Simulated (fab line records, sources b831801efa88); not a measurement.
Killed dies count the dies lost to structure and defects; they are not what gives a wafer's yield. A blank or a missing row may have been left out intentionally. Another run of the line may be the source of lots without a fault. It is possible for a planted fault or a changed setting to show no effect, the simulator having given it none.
Comparing a struck lot with a sound one -- flow sky130 -- 15 steps out of a route of 708
Sound: the wafers L253.2, L253.3, L253.6. Struck: wafer L265.4 (left out: L265.1, L265.3 of the same lot, which were not struck); the cause appears at the end.
For every step that has rows: the tool of each side, followed by ch and its chambers, followed by its first start. Under that, the readings that differ: sound wafers -- struck wafers -- difference of the means -- sigmas: that difference in standard deviations of wafers without a fault.
alike: readings with means less than 2 such deviations apart, plus words and numbers identical on both sides. not compared: withheld readings, readings lacking a value on some wafer, bounds such as >300 that could conceal the same value, and numbers that have no deviation in the record and whose values overlap.
Wherever a step has rows on one side only, a row that says differs or no value, or a row with sigmas, the two part there. When numbers do not overlap yet have no deviation, they are printed without sigmas and do not part them. A reading that every wafer of one side lacks parts them only if that side has two wafers or more.

SKY_VIA1_STRIP_16: strips in O2/N2.
  sound on plasma-asher-03 ch 0,1, day 35 20:38; struck on plasma-asher-03 ch 1, day 38 10:53
  alike: drypump-motor-current-A, n2-flow-sccm, oes-product-au, strip-time-to-endpoint-s
  not compared: rf-hours-counter-h
then, 3 steps without rows for these wafers: SKY_VIA1_STRIP_17 (strips in post etch residue remover, time 1200 s); SKY_VIA1_CLEAN_18 (cleans in IPA, time 180 s); SKY_VIA1_CLEAN_19 (cleans in O3/DIW).
SKY_VIA1_SPUTTER_20: material TiN, target thk 20 nm, time 80 s.
  sound on pvd-sputter-02, day 35 21:14; struck on pvd-sputter-04, day 38 11:28
  alike: throttle-valve-pct
SKY_VIA1_CVD_21: deposits W, target thk 270 nm, time 80.902 s.
  sound on cvd-w-02 ch 0, day 35 21:17; struck on cvd-w-02 ch 0, day 38 11:32
  alike: heater-power-outer-w, heater-power-w, susceptor-temp-C
SKY_VIA1_RS_MEAS_22: measurement is done with a four-point probe.
  sound on film-metro-04, day 35 21:24; struck on film-metro-03, day 38 11:38
  alike: VIA1_W_RS
SKY_VIA1_THK_MEAS_23: measures by xrf.
  sound on film-metro-04, day 35 21:31; struck on film-metro-03, day 38 11:45
  alike: VIA1_W_THK
SKY_VIA1_CMP_24: polishes, stops on SiO2, t overpolish 15 s, target thk 0 nm.
  sound on cmp-01 ch 0,1,2, day 35 21:40; struck on cmp-02 ch 1, day 38 12:17
reading,sound,struck,difference,sigmas
time-to-endpoint-s (s),61 66 62,76,+13,+3
  alike: edge-zone-pressure-frac, motor-current-A, overpolish-run-s, retaining-ring-pressure-frac
then, 2 steps without rows for these wafers: SKY_METAL2_SPUTTER_00 (material Ti, target thk 15 nm, time 10 s); SKY_METAL2_SPUTTER_01 (material TiN, target thk 20 nm, time 16.7 s).
SKY_METAL2_SPUTTER_02: material AlCu, target thk 250 nm, time 13.3 s.
  sound on pvd-sputter-01, day 35 21:55; struck on pvd-sputter-03, day 38 12:38
  alike: throttle-valve-pct
SKY_METAL2_SPUTTER_03: material Ti, target thk 5 nm, time 3.3 s.
  sound on pvd-sputter-01, day 35 21:56; struck on pvd-sputter-03, day 38 12:40
reading,sound,struck,difference,sigmas
model.Ti_of_METAL2_SPUTTER_03.thk-nm (nm),5.019 5.181 4.997,7.209,+2.143,
  alike: throttle-valve-pct
then, 1 step without rows for these wafers: SKY_METAL2_SPUTTER_04 (material TiN, target thk 70 nm, time 58.3 s).
-- the record jumps here: 11 days lie between the struck wafers' starts before and after (it left off in module METAL2 and takes up again in module PAD_OPEN, whose first step shown is number 708 of the route) --
SKY_PAD_OPEN_PROBE_99:
  sound on prober-01, day 47 07:13; struck on prober-01, day 49 05:10
reading,sound,struck,difference,sigmas
model.etest.met2.rs-ohm-sq,0.1268 0.127 0.1273,0.1349,+0.0079,
  alike: defect-limited-yield, killed_at_M0_to_M3, killed_at_M4_up, killed-at-contacts, killed-at-front-end, killed-at-other, killed-dies, killed-on-rim, killed-open, killed-short, sort_bin_3_pad_short, sort_bin_5_function, sort_bin_6_memory, sort-n-pass, sort-yield-pct

WHERE THEY PART
At SKY_VIA1_CMP_24 and nowhere else, as far as this record goes. Later steps at which nothing parts them and some readings are alike: SKY_METAL2_SPUTTER_02, SKY_METAL2_SPUTTER_03, SKY_PAD_OPEN_PROBE_99.

WHY: the cause the simulator had injected
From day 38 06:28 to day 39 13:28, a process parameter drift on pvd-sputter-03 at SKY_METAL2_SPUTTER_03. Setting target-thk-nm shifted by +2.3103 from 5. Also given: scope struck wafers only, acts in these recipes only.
